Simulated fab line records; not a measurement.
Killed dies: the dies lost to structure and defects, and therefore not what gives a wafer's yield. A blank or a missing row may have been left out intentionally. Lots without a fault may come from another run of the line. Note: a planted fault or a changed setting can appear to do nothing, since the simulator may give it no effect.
Comparing a struck lot with a sound one    flow sky130    20 steps out of a route of 708
Sound: these wafers, L853.1, L853.3, L853.4. Struck: wafers L851.2, L851.4, L851.5. Last of all comes the cause.
For every step that has rows: the tool of each side, followed by ch and its chambers, followed by its first start. Under that, the readings that differ: sound wafers    struck wafers    difference of the means    sigmas: that difference in standard deviations of wafers without a fault.
alike: words and numbers the same on both sides, and readings whose means are apart by under 2 such deviations; not compared: readings that were withheld, readings missing a value for some wafer, numbers with overlapping values and no deviation given by the record, and bounds like >300 which may hide the same value.
A row with sigmas, a row that says differs or no value, or rows on one side alone: a step with any of these is where the two part. When numbers do not overlap yet have no deviation, they are printed without sigmas and do not part them. Lack of a reading on every wafer of one side parts them only where that side has two or more wafers.

first, 6 steps without rows for these wafers: SKY_VT_ADJUST_PCH_HMDS_01 (prime time 60 s); SKY_VT_ADJUST_PCH_COAT_02 (resist thk 3000 nm); SKY_VT_ADJUST_PCH_SOFTBAKE_03; SKY_VT_ADJUST_PCH_EXPOSE_04 (exposes mask NWM, target cd 840 nm); SKY_VT_ADJUST_PCH_PEB_05; SKY_VT_ADJUST_PCH_DEVELOP_06 (develop time 60 s).
SKY_VT_ADJUST_PCH_OVL_MEAS_07:
  sound on overlay-02, day 16 06:47; struck on overlay-01, day 15 14:44
reading                 sound           struck       difference  sigmas
VT_ADJUST_PCH_OVL (nm)  -1.4 -3.7 -3.4  1.4 1.8 2.9  +4.9        +3
following that, these wafers have no rows for 1 step: SKY_VT_ADJUST_PCH_IMPLANT_08.
SKY_VT_ADJUST_PCH_STRIP_09: strips in O2/N2.
  sound on plasma asher-04 ch 0,1, day 16 06:58; struck on plasma asher-03 ch 1, day 15 14:55
  alike: drypump motor current A, oes product au, strip time to endpoint s
  not compared: rf hours counter h
SKY_VT_ADJUST_PCH_TW_MEAS_10:
  sound on film metro-01, day 16 07:04; struck on film metro-02, day 15 15:02
  alike: VT_ADJUST_PCH_TW
then, 2 steps without rows for these wafers: SKY_SONOS_TUNNEL_DEHYDRATE_00 (time 60 s); SKY_SONOS_TUNNEL_HMDS_01 (prime time 60 s).
SKY_SONOS_TUNNEL_COAT_02: resist thk 1140 nm.
  sound on litho track-04 ch 0, day 16 20:31; struck on litho track-04, day 16 04:47
  no value came back on the struck wafers for chill plate temp C (C), dispense pressure kPa (kPa), exhaust pa (Pa); on the sound wafers chill plate temp C (C) reads 23.04 22.98 22.89
then, 4 steps without rows for these wafers: SKY_SONOS_TUNNEL_SOFTBAKE_03 (time 60 s); SKY_SONOS_TUNNEL_EXPOSE_04 (exposes mask TUNM, target cd 410 nm); SKY_SONOS_TUNNEL_PEB_05; SKY_SONOS_TUNNEL_DEVELOP_06 (develop time 60 s).
SKY_SONOS_TUNNEL_CD_MEAS_07 targets a cd of 410 nm.
  sound on cd sem-01, day 17 11:46; struck on cd sem-01, day 16 18:45
reading     sound              struck  difference                     sigmas
cd nm (nm)  412.4 411.5 412.1  - - -   no value on the struck wafers  
SKY_SONOS_TUNNEL_OVL_MEAS_08:
  sound on overlay-02, day 17 11:53; struck on overlay-02, day 16 18:52
reading                sound           struck  difference                     sigmas
SONOS_TUNNEL_OVL (nm)  -2.6 -1.0 -2.1  - - -   no value on the struck wafers  
-- record jumps: 33 days separate the struck wafers' starts on either side; left off in module SONOS_TUNNEL, taken up again in module PAD_OPEN, whose first shown step is the route's number 708 --
SKY_PAD_OPEN_PROBE_99:
  sound on prober-02, day 50 02:52; struck on prober-02, day 49 12:44
reading              sound     struck                                                                difference                    sigmas
hold                 - - -     await dispo/2.5h/scrap await dispo/2.5h/scrap await dispo/2.5h/scrap  no value on the sound wafers  
killed at front end  18 10 12  430 431 405                                                           +409                          +99 or more
killed dies          97 82 79  492 492 492                                                           +406                          +44
killed on rim        20 12 20  96 96 96                                                              +79                           +21
  alike: killed_at_M0_to_M3, killed_at_M4_up, killed at contacts, killed at other, killed open, killed short

== WHERE THEY PART ==
At SKY_VT_ADJUST_PCH_OVL_MEAS_07 first; at SKY_PAD_OPEN_PROBE_99 last (within this record only).

WHY: the cause the simulator had injected
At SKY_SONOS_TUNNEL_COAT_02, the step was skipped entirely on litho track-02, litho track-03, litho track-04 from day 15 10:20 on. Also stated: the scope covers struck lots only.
